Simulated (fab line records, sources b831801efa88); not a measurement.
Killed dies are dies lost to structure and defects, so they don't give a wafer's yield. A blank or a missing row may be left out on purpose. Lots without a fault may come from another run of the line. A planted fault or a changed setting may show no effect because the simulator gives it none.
fab line records | flow sfq_line
record lots=15 wafers=45 last_day=91
route steps=325 shown I2@114 JJ@196 C5@246 I7@298
lots that met no fault: from a run of the same line without faults
start_h: hours from the record's first day to the start of the lot's first wafer shown | wait_h: hours since the lot's step before | " the same as in the row above | L1.1+2: a row that stands for several wafers | - no value, or no start given | * or withheld: withheld | < > ~ a bound
route shown NAME@n: a module of which the file shows steps, and the number in the route of the first | usual: mean/standard deviation of fault-free wafers | same: alike in all rows | chamber/n: place in a boat | sites: the reading at each site | _std_site: their standard deviation | _edge_site: outer sites' mean less inner sites' | radius_mm: how far each site lies from the wafer's centre | mask NAME#n: copy n | behind: the tool/chamber that last shaped the wafer | hold: why the lot was held/for how many hours/how that ended | device: the transistor (n, p or np) that didn't switch | end of line: the same wafers' tests at the end of the route | a step without rows: its recipe alone | killed: dies lost to structure and defects at the first sort, not the wafer's yield | map: a wafer's dies, x killed, . not, _ none there
set.NAME: the setting as run; set.NAME@STEP: as run at that earlier step | model.NAME: the simulator's own value behind a step, which no gauge read
steps of the route over a sample of lots; a table a step, a row a wafer
services: from which hour (start_h, from the record's first day; less than 0 if before it) a tool's chamber was out of use, for how many hours, and why
## steps
# step SFQ_TRILAYER_I2_VIA_BARC_OPEN_VIA_ETCH_096
# recipe mask_material=PR chemistry=O2 target_depth_nm=125 target=BARC source_w=500 bias_w=80 pressure_mtorr=30 time_s=41.7
# usual drypump_motor_current_A=5.6/0.41 oes_product_au=0.686/0.0048 run_length_s=69.9/0.47
# columns lot.wafer tool chamber start_h wait_h drypump_motor_current_A oes_product_au rf_hours_counter_h run_length_s
L655.1 rie_diel-03 0 706.83 0.0 4.8 0.684 8 70.1
L655.2 " 1 " " 5.5 0.686 6 69.5
L655.6 " 1 " " 5.5 0.681 - 69.7
L656.1 rie_diel-02 3 722.43 0.0 6.4 0.686 8 70.2
L656.4 " 1 " " 5.4 0.683 31 71.1
L656.6 " 0 " " 5.9 0.687 - 70.3
L657.3 rie_diel-03 0 730.83 0.0 4.8 0.685 8 70.3
L657.4 " 1 " " 5.6 0.683 7 69.7
L657.5 " 1 " " 5.6 0.685 - 69.6
L658.2 rie_diel-03 2 750.29 0.0 5.6 0.680 0 70.5
L658.5 " 2 " " 5.6 0.683 - 70.8
L658.6 " 3 " " 4.9 0.679 - 69.0
L659.1 rie_diel-04 0 752.69 0.0 5.7 0.698 3 69.8
L659.4 " 2 " " 5.4 0.690 10 70.0
L659.6 " 1 " " 5.8 0.688 - 69.3
L660.1 rie_diel-03 0 756.29 0.0 4.8 0.674 8 70.3
L660.4 " 1 " " 5.6 0.689 7 69.8
L660.6 " 1 " " 5.6 0.682 - 70.0
L665.4 rie_diel-04 0 799.61 0.0 5.8 0.693 3 69.7
L665.5 " 1 " " 5.8 0.680 - 69.0
L665.6 " 0 " " 5.8 0.691 - 69.8
L667.1 rie_diel-02 0 809.34 0.0 5.9 0.618 3 82.3
L667.2 " 3 " " 6.4 0.621 9 82.4
L667.5 " 2 " " 5.7 0.687 - 69.8
L666.1 rie_diel-03 2 810.54 0.0 5.6 0.681 1 70.2
L666.3 " 3 " " 4.9 0.688 6 68.9
L666.6 " 0 " " 4.8 0.691 - 70.0
L668.3 rie_diel-03 1 814.14 0.0 5.6 0.689 8 69.9
L668.5 " 0 " " 4.8 0.687 - 69.9
L668.6 " 1 " " 5.6 0.687 - 69.7
L669.1 rie_diel-02 1 821.34 0.0 5.4 0.614 32 83.3
L669.2 " 0 " " 5.9 0.614 3 82.5
L669.4 " 2 " " 5.7 0.681 5 70.1
L671.1 rie_diel-02 3 838.11 0.0 6.4 0.621 10 82.4
L671.4 " 2 " " 5.7 0.691 5 69.7
L671.6 " 3 " " 6.4 0.688 - 69.7
L675.2 rie_diel-03 2 866.72 0.0 5.7 0.686 3 70.3
L675.3 " 1 " " 5.6 0.684 9 69.8
L675.5 " 1 " " 5.6 0.683 - 69.6
L676.2 rie_diel-04 0 878.72 0.0 5.8 0.680 5 69.5
L676.3 " 3 " " 5.7 0.693 3 69.7
L676.6 " 2 " " 5.4 0.689 - 70.0
L678.1 rie_diel-02 0 897.88 0.0 5.9 0.683 5 70.5
L678.2 " 1 " " 5.4 0.680 0 70.4
L678.4 " 3 " " 6.4 0.680 11 69.8
# step SFQ_TRILAYER_JJ_CE_STRIP_STRIP_120
# recipe gas=O2 power_w=200 platen_temp_c=40 overash_fraction=0.65 chemistry=O2 pressure_mtorr=50
# usual drypump_motor_current_A=5.4/0.48 oes_product_au=0.999/0.01
# columns lot.wafer tool chamber start_h wait_h drypump_motor_current_A oes_product_au rf_hours_counter_h
L655.1 rie_metal-01 1 1180.38 0.0 5.0 0.990 20
L655.2 " 0 " " 5.8 1.009 32
L655.6 " 1 " " 5.0 1.001 -
L656.1 rie_metal-01 0 1183.98 0.0 5.9 1.018 32
L656.4 " 0 " " 5.8 1.007 -
L656.6 " 1 " " 5.0 0.991 -
L657.3 rie_metal-01 0 1190.06 0.2 5.8 1.014 -
L657.4 " 1 " " 5.0 1.002 -
L657.5 " 0 " " 5.8 1.010 -
L658.2 rie_metal-01 1 1211.58 0.0 5.0 0.991 24
L658.5 " 1 " " 5.0 0.992 -
L658.6 " 0 " " 5.9 1.005 -
L659.1 rie_metal-04 0 1216.38 0.0 5.0 1.003 37
L659.4 " 0 " " 5.0 1.003 -
L659.6 " 1 " " 6.2 0.998 -
L660.1 rie_metal-02 1 1219.98 0.0 4.8 0.977 18
L660.4 " 1 " " 4.8 0.986 -
L660.6 " 0 " " 5.8 1.011 -
L665.4 rie_metal-04 0 1419.76 0.2 5.0 1.009 -
L665.5 " 0 " " 5.0 1.009 -
L665.6 " 1 " " 6.2 0.994 -
L667.1 rie_metal-01 0 1424.32 0.0 5.8 1.001 60
L667.2 " 1 " " 5.0 0.994 49
L667.5 " 1 " " 5.0 0.986 -
L666.1 rie_metal-04 1 1426.72 0.0 6.1 0.995 23
L666.3 " 1 " " 6.1 1.003 -
L666.6 " 0 " " 5.0 1.000 -
L668.3 rie_metal-02 1 1430.52 0.2 4.8 0.986 -
L668.5 " 1 " " 4.8 1.004 -
L668.6 " 0 " " 5.8 1.006 -
L669.1 rie_metal-04 1 1433.92 0.0 6.2 1.005 24
L669.2 " 0 " " 5.0 1.014 58
L669.4 " 1 " " 6.2 1.001 -
L671.1 rie_metal-01 1 1452.15 0.0 5.0 0.974 52
L671.4 " 0 " " 5.9 0.996 -
L671.6 " 0 " " 5.8 1.001 -
L675.2 rie_metal-02 0 1495.48 0.0 5.8 1.020 107
L675.3 " 0 " " 5.8 1.004 -
L675.5 " 0 " " 5.8 1.013 -
L676.2 rie_metal-01 1 1506.21 0.0 5.0 1.003 59
L676.3 " 0 " " 5.8 1.009 -
L676.6 " 1 " " 5.0 1.000 -
L678.1 rie_metal-02 0 1526.61 0.0 5.8 1.003 110
L678.2 " 1 " " 4.8 0.989 56
L678.4 " 1 " " 4.8 0.990 -
# step SFQ_C5_OVL_MEAS_937
# usual C5_OVL=-2/6
# columns lot.wafer tool chamber start_h wait_h C5_OVL[nm]
L655.1 overlay-02 - 1652.47 0.1 -1
L655.2 " - " " -2
L655.6 " - " " -4
L656.1 overlay-01 - 1664.60 0.1 5
L656.4 " - " " -11
L656.6 " - " " -5
L657.3 overlay-01 - 1723.18 0.1 -3
L657.4 " - " " -7
L657.5 " - " " -2
L658.2 overlay-02 - 1751.68 0.1 5
L658.5 " - " " -3
L658.6 " - " " -4
L659.1 overlay-01 - 1756.59 0.1 -7
L659.4 " - " " -11
L659.6 " - " " -10
L660.1 overlay-02 - 1772.19 0.1 -9
L660.4 " - " " -13
L660.6 " - " " -20
L665.4 overlay-02 - 1807.31 0.1 1
L665.5 " - " " 10
L665.6 " - " " -4
L667.1 overlay-02 - 1809.82 0.1 -6
L667.2 " - " " -15
L667.5 " - " " -1
L666.1 overlay-01 - 1813.42 0.1 -4
L666.3 " - " " -5
L666.6 " - " " -16
L668.3 overlay-01 - 1825.43 0.1 -1
L668.5 " - " " -1
L668.6 " - " " -2
L669.1 overlay-01 - 1827.82 0.1 -6
L669.2 " - " " -5
L669.4 " - " " 5
L671.1 overlay-01 - 1838.74 0.1 -4
L671.4 " - " " 0
L671.6 " - " " -4
L675.2 overlay-01 - 1865.31 0.1 -8
L675.3 " - " " 3
L675.5 " - " " 4
L676.2 overlay-01 - 1873.71 0.1 2
L676.3 " - " " -2
L676.6 " - " " -2
L678.1 overlay-02 - 1882.10 0.1 -3
L678.2 " - " " -6
L678.4 " - " " -6
# step SFQ_I7_BOW_MEAS_946
# recipe mode=bow
# usual I7_BOW=9/9.7
# columns lot.wafer tool chamber start_h wait_h I7_BOW[um]
L655.1 film_metro-03 - 1869.70 1.0 7
L655.2 " - " " 10
L655.6 " - " " 5
L656.1 film_metro-03 - 1878.74 2.5 4
L656.4 " - " " 0
L656.6 " - " " 7
L657.3 film_metro-01 - 1881.78 2.0 17
L657.4 " - " " 3
L657.5 " - " " 5
L658.2 film_metro-04 - 1884.76 2.5 6
L658.5 " - " " -6
L658.6 " - " " -2
L659.1 film_metro-01 - 1908.12 1.6 7
L659.4 " - " " 8
L659.6 " - " " 15
L660.1 film_metro-03 - 1909.10 1.0 -4
L660.4 " - " " -1
L660.6 " - " " -4
L665.4 film_metro-01 - 2037.26 1.6 17
L665.5 " - " " 3
L665.6 " - " " 9
L667.1 film_metro-03 - 2039.09 1.0 -6
L667.2 " - " " 12
L667.5 " - " " 7
L666.1 film_metro-04 - 2040.80 1.0 -3
L666.3 " - " " -13
L666.6 " - " " -2
L668.3 film_metro-04 - 2045.64 2.5 12
L668.5 " - " " 12
L668.6 " - " " 1
L669.1 film_metro-03 - 2053.50 2.5 11
L669.2 " - " " 14
L669.4 " - " " 11
L671.1 film_metro-01 - 2062.50 2.5 11
L671.4 " - " " 14
L671.6 " - " " 13
L675.2 film_metro-04 - 2081.67 2.0 -7
L675.3 " - " " -9
L675.5 " - " " -3
L676.2 film_metro-03 - 2093.57 2.5 -4
L676.3 " - " " 2
L676.6 " - " " 8
L678.1 film_metro-01 - 2097.66 1.0 6
L678.2 " - " " 13
L678.4 " - " " 3
## services
# columns tool chamber start_h hours kind
rie_diel-03 - 687.04 0.3 repair
rie_diel-02 3 771.80 4.1 repair
rie_diel-02 - 778.28 0.3 repair
rie_diel-02 2 791.04 3.7 repair
rie_diel-03 - 799.72 2.8 pm
rie_diel-03 0 888.38 10.7 repair
rie_diel-02 3 898.98 2.8 repair
rie_diel-02 0 919.49 9.4 repair
rie_metal-01 1 938.57 10.9 repair
rie_diel-03 0 956.19 12.7 repair
rie_diel-03 2 991.79 4.3 repair
rie_metal-01 - 1004.31 0.3 repair
rie_diel-03 2 1009.57 1.3 repair
rie_diel-02 1 1059.84 28.3 repair
rie_diel-03 - 1098.79 15.6 pm
rie_metal-01 1 1148.61 3.9 repair
rie_diel-03 1 1156.33 4.3 repair
rie_metal-01 0 1171.11 2.8 repair
rie_metal-01 - 1209.65 1.4 pm
rie_metal-01 0 1246.55 4.4 repair
rie_metal-01 - 1272.46 0.3 repair
rie_diel-03 2 1441.56 16.3 repair
rie_diel-03 0 1480.59 3.2 repair
rie_metal-01 - 1517.06 2.8 pm
## key
first_sign step=SFQ_TRILAYER_I2_VIA_BARC_OPEN_VIA_ETCH_096 reading=run_length_s direction=up sigmas=27 usual=* struck=*
effect step=SFQ_TRILAYER_I2_VIA_BARC_OPEN_VIA_ETCH_096 reading=oes_product_au direction=down sigmas=14 usual=0.686 struck=0.618
met_at SFQ_TRILAYER_I2_VIA_BARC_OPEN_VIA_ETCH_096
struck_lots L667,L669,L671
struck_wafers L667.1,L667.2,L669.1,L669.2,L671.1
not_acting_at SFQ_TRILAYER_JJ_CE_STRIP_STRIP_120,SFQ_C5_OVL_MEAS_937,SFQ_I7_BOW_MEAS_946
onset_between 722.43 809.34
fault kind=process_parameter_drift tool=rie_diel-02 chamber=- onset_h=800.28 steps=SFQ_TRILAYER_I2_VIA_BARC_OPEN_VIA_ETCH_096 channel=time_s offset=* shape=step end_h=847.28 scope=struck_wafers_only acts_in=* stated=*
